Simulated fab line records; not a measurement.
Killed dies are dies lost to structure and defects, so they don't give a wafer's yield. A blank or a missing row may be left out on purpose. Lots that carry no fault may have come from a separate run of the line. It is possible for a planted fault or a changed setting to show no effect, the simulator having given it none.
One fault through the eyes of 2 desks + flow sky130 + only its own numbers are on each desk; what lay behind them is given at the end

== THE METROLOGY DESK ==
Lot by lot, what the gauges showed, no matter which tool ran the lot: averages of those sampled wafers that carry a number. Any lot whose mean is over 4 standard deviations away from the usual mean is out of limits and marked OUT; that distance is given in the brackets.
Columns: A = VIA2_BOW at SKY_VIA2_BOW_MEAS_03, usual 85 um; B = CAPM_CVD_00_THK at SKY_CAPM_THK_MEAS_01, usual 15.46 nm
| lot  | first seen here | A  | B     |
|------|-----------------|----|-------|
| L866 | day 35 23:02    | 93 | 15.59 |
| L868 | day 36 06:54    | 93 | 15.33 |
| L875 | day 38 07:49    | 76 | 15.25 |
| L877 | day 38 17:26    | 79 | 15.06 |
| L879 | day 39 21:37    | 87 | 15.34 |
| L880 | day 40 03:58    | 82 | 15.45 |
| L885 | day 41 14:52    | 83 | 15.84 |
| L886 | day 41 20:05    | 85 | 15.56 |
| L887 | day 41 22:16    | 77 | 15.27 |
| L888 | day 42 03:15    | 88 | 15.34 |
| L889 | day 42 04:44    | 99 | 15.41 |
This desk's verdict: no lot among the 11 shows anything out of limits.

== DESK OF THE TOOL OWNER: pecvd-02 ==
The tool's own readings at SKY_CAPM_CVD_00 (deposits SiO2, target thk 15.5 nm): means of the sampled wafers that have a number, for each lot that ran on this tool. Any lot whose mean is over 4 standard deviations away from the usual mean is out of limits and marked OUT; that distance is given in the brackets.
Columns: A = heater_power_w at SKY_CAPM_CVD_00, usual 717 W; B = rf_fwd_power_W at SKY_CAPM_CVD_00, usual 441.5 W
| lot  | first seen here | A   | B                |
|------|-----------------|-----|------------------|
| L866 | day 37 02:48    | 655 | 443.0            |
| L875 | day 39 09:43    | 752 | 419.1 (-7.5) OUT |
| L877 | day 39 20:56    | 726 | 418.8 (-7.6) OUT |
| L887 | day 43 00:14    | 782 | 442.5            |
| L889 | day 43 06:07    | 706 | 443.6            |
Finding of this desk: L875, L877 out of limits; the first was L875 at day 39 09:43, on rf_fwd_power_W at SKY_CAPM_CVD_00. L866, L887, L889 stayed within limits.

== PUT TOGETHER ==
An alarm could have come from the tool owner's desk at day 39 09:43, on L875, L877.
At the metrology desk, nothing out of limits was observed.
The metrology desk holds a record of L875, L877, inside its limits.
Every lot named ran SKY_CAPM_CVD_00 on pecvd-02.

== WHAT THE SIMULATOR HAD INSERTED ==
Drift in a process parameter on pecvd-02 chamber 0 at SKY_CAPM_CVD_00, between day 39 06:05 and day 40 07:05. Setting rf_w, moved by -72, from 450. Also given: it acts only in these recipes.
Struck lots among those shown: L875, L877.
How many hours passed from the start of the fault until each desk's first out-of-limits reading: the tool owner's desk, 4.
